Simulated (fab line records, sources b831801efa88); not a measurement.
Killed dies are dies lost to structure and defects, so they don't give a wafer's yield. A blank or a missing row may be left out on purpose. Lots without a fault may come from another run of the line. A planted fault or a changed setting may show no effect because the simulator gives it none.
A struck lot beside a sound one | flow sfq_line | 42 steps out of a route of 325
Sound: wafers L454.1, L454.2, L454.4. Struck: wafer L457.1. (L457.4, L457.6 of the same lot were not struck and are left out.) The cause comes at the end.
At each step with rows: each side's tool, then ch and its chambers, then its first start. Under that, the readings that differ: sound wafers | struck wafers | difference of the means | sigmas: that difference in standard deviations of wafers without a fault.
alike: readings whose means differ by less than 2 such deviations, and words and numbers that are the same on both sides. not compared: withheld readings, readings that some wafer has no value for, bounds like >300 that may hide the same value, and numbers for which the record gives no deviation and whose values overlap.
The two part at a step that has a row with sigmas, a row that says differs or no value, or rows on one side only. Numbers that don't overlap but have no deviation are shown without sigmas and don't part them. A reading that every wafer of one side lacks parts them only if that side has two wafers or more.

first, 6 steps without rows for these wafers: SFQ_TRILAYER_M2_LITHO_COAT_062 (resist thk 62 nm); SFQ_TRILAYER_M2_LITHO_COAT_057 (resist thk 600 nm); SFQ_TRILAYER_M2_LITHO_SOFTBAKE_061; SFQ_TRILAYER_M2_LITHO_EXPOSE_058 (exposes mask M2, target cd 500 nm); SFQ_TRILAYER_M2_LITHO_PEB_060 (peb time 60 s); SFQ_TRILAYER_M2_LITHO_DEVELOP_059 (time 60 s).
SFQ_M2_OVL_MEAS_916:
  sound on overlay-02, day 32 12:41; struck on overlay-01, day 33 05:29
  reading     | sound  | struck | difference | sigmas
  M2_OVL (nm) | 10 7 3 | -5     | -12        | -2
SFQ_TRILAYER_M2_BARC_OPEN_METAL_ETCH_077: etches BARC in O2, target depth 125 nm, time 41.7 s.
  sound on rie_metal-02 ch 0,1, day 32 12:43; struck on rie_metal-01 ch 0, day 33 05:31
  reading               | sound             | struck | difference | sigmas
  oes_product_au (a.u.) | 0.684 0.680 0.687 | 0.693  | +0.009     | +2
  alike: drypump_motor_current_A
  not compared: rf_hours_counter_h
then, 4 steps without rows for these wafers: SFQ_TRILAYER_M2_ETCH_METAL_ETCH_060 (etches Nb in Cl2/Ar, stops on SiO2, target depth 240 nm, time 120 s); SFQ_TRILAYER_M2_STRIP_STRIP_061 (strips in O2); SFQ_TRILAYER_M2_STRIP_SOLV_CLEAN_062 (cleans in NMP, time 600 s); SFQ_TRILAYER_I2_DEP_PECVD_063 (deposits SiO2 from SiH4/N2O, time 111.11 s, target thk 500 nm).
SFQ_TRILAYER_I2_CMP_CMP_064: polishes SiO2.
  sound on cmp-01 ch 0,1,2, day 32 16:20; struck on cmp-01 ch 0, day 33 07:46
  reading                                             | sound             | struck | difference | sigmas
  time_to_endpoint_s (s)                              | 222 214 224       | 252    | +32        | +5
  model.SiO2_of_TRILAYER_I2_DEP_PECVD_063.thk_nm (nm) | 200.3 199.9 200.2 | 149.9  | -50.2      |
  alike: motor_current_A
SFQ_I2_BOW_MEAS_917:
  sound on film_metro-01, day 32 19:20; struck on film_metro-04, day 33 10:46
  alike: I2_BOW
SFQ_TRILAYER_I2_METRO_MEASURE_065:
  sound on film_metro-01, day 32 19:28; struck on film_metro-04, day 33 10:53
  reading     | sound             | struck | difference | sigmas
  thk_nm (nm) | 200.2 199.9 200.0 | 150.1  | -49.9      | -58
then, 6 steps without rows for these wafers: SFQ_TRILAYER_I2_VIA_LITHO_COAT_072 (resist thk 62 nm); SFQ_TRILAYER_I2_VIA_LITHO_COAT_067 (resist thk 650 nm); SFQ_TRILAYER_I2_VIA_LITHO_SOFTBAKE_071; SFQ_TRILAYER_I2_VIA_LITHO_EXPOSE_068 (exposes mask I2, target cd 500 nm); SFQ_TRILAYER_I2_VIA_LITHO_PEB_070 (peb time 60 s); SFQ_TRILAYER_I2_VIA_LITHO_DEVELOP_069 (time 60 s).
-- the record jumps here: 6 days lie between the struck wafers' starts before and after --
SFQ_I2_OVL_MEAS_918:
  sound on overlay-01, day 39 03:28; struck on overlay-01, day 39 20:16
  alike: I2_OVL
then, 1 step without rows for these wafers: SFQ_TRILAYER_I2_VIA_BARC_OPEN_VIA_ETCH_096 (etches BARC in O2, target depth 125 nm, time 41.7 s).
SFQ_TRILAYER_I2_VIA_ETCH_VIA_ETCH_070: etches SiO2 in CHF3, stops on Nb, target depth 260 nm.
  sound on rie_diel-01 ch 0,1,2, day 39 03:33; struck on rie_diel-04 ch 2, day 39 20:21
  reading                        | sound             | struck | difference | sigmas
  oes_product_au (a.u.)          | 0.853 0.852 0.858 | 0.732  | -0.122     | -27
  model.etch.depth_nm (nm)       | 200.3 199.9 200.2 | 149.9  | -50.2      |
  model.I2.feature_depth_nm (nm) | 200.3 199.9 200.2 | 149.9  | -50.2      |
  alike: drypump_motor_current_A
SFQ_TRILAYER_I2_VIA_STRIP_STRIP_071: strips in O2.
  sound on rie_metal-01 ch 0,1, day 39 03:40; struck on rie_metal-03 ch 0, day 39 20:28
  reading                     | sound       | struck | difference | sigmas
  drypump_motor_current_A (A) | 5.6 5.6 5.6 | 6.4    | +0.8       | +2
  alike: oes_product_au
  not compared: rf_hours_counter_h
then, 1 step without rows for these wafers: SFQ_TRILAYER_I2_VIA_STRIP_SOLV_CLEAN_072 (cleans in NMP, time 600 s).
SFQ_TRILAYER_M3_DEP_PRE_CLEAN_074: time 22.5 s.
  sound on pvd_sputter-04, day 39 04:27; struck on pvd_sputter-04, day 39 21:14
  reading                                             | sound             | struck | difference | sigmas
  model.SiO2_of_TRILAYER_I2_DEP_PECVD_063.thk_nm (nm) | 192.8 192.4 192.7 | 142.4  | -50.2      |
SFQ_TRILAYER_M3_DEP_SPUTTER_073: material Nb, target thk 200 nm, time 133.3 s.
  sound on pvd_sputter-04, day 39 04:29; struck on pvd_sputter-04, day 39 21:16
  alike: base_pressure_pa, chamber_pressure_pa, throttle_valve_pct
SFQ_M3_RS_MEAS_919: measures by four-point-probe.
  sound on film_metro-03, day 39 04:34; struck on film_metro-03, day 39 21:21
  alike: M3_NB_RS
then, 6 steps without rows for these wafers: SFQ_TRILAYER_M3_LITHO_COAT_080 (resist thk 62 nm); SFQ_TRILAYER_M3_LITHO_COAT_075 (resist thk 600 nm); SFQ_TRILAYER_M3_LITHO_SOFTBAKE_079; SFQ_TRILAYER_M3_LITHO_EXPOSE_076 (exposes mask M3, target cd 500 nm); SFQ_TRILAYER_M3_LITHO_PEB_078 (peb time 60 s); SFQ_TRILAYER_M3_LITHO_DEVELOP_077 (time 60 s).
-- the record jumps here: 6 days lie between the struck wafers' starts before and after --
SFQ_M3_OVL_MEAS_921:
  sound on overlay-01, day 39 07:00; struck on overlay-02, day 46 00:32
  alike: M3_OVL
SFQ_TRILAYER_M3_BARC_OPEN_METAL_ETCH_100: etches BARC in O2, target depth 125 nm, time 41.7 s.
  sound on rie_metal-04 ch 0,1, day 39 07:02; struck on rie_metal-04 ch 1, day 46 00:34
  alike: drypump_motor_current_A, oes_product_au
  not compared: rf_hours_counter_h
SFQ_TRILAYER_M3_ETCH_METAL_ETCH_078: etches Nb in Cl2/Ar, stops on SiO2, target depth 240 nm, time 120 s.
  sound on rie_metal-04 ch 0,1, day 39 07:06; struck on rie_metal-04 ch 1, day 46 00:38
  alike: drypump_motor_current_A, oes_product_au
  not compared: rf_hours_counter_h
then, 3 steps without rows for these wafers: SFQ_TRILAYER_M3_STRIP_STRIP_079 (strips in O2); SFQ_TRILAYER_M3_STRIP_SOLV_CLEAN_080 (cleans in NMP, time 600 s); SFQ_TRILAYER_I3_DEP_PECVD_081 (deposits SiO2 from SiH4/N2O, time 111.11 s, target thk 500 nm).
-- the record jumps here: 39 days lie between the struck wafers' starts before and after --
SFQ_M8_BOW_MEAS_951:
  sound on film_metro-02, day 84 14:14; struck on film_metro-02, day 85 01:43
  reading                 | sound            | struck | difference | sigmas
  model.etest.i2.link_ohm | 1.987 1.975 1.98 | 1.936  | -0.045     |
  alike: M8_BOW

WHERE THEY PART
First at SFQ_M2_OVL_MEAS_916; last, within this record, at SFQ_TRILAYER_I2_VIA_STRIP_STRIP_071. Later steps at which nothing parts them and some readings are alike: SFQ_TRILAYER_M3_DEP_SPUTTER_073, SFQ_M3_RS_MEAS_919, SFQ_M3_OVL_MEAS_921, SFQ_TRILAYER_M3_BARC_OPEN_METAL_ETCH_100, SFQ_TRILAYER_M3_ETCH_METAL_ETCH_078, SFQ_M8_BOW_MEAS_951.

WHY: what the simulator had put in
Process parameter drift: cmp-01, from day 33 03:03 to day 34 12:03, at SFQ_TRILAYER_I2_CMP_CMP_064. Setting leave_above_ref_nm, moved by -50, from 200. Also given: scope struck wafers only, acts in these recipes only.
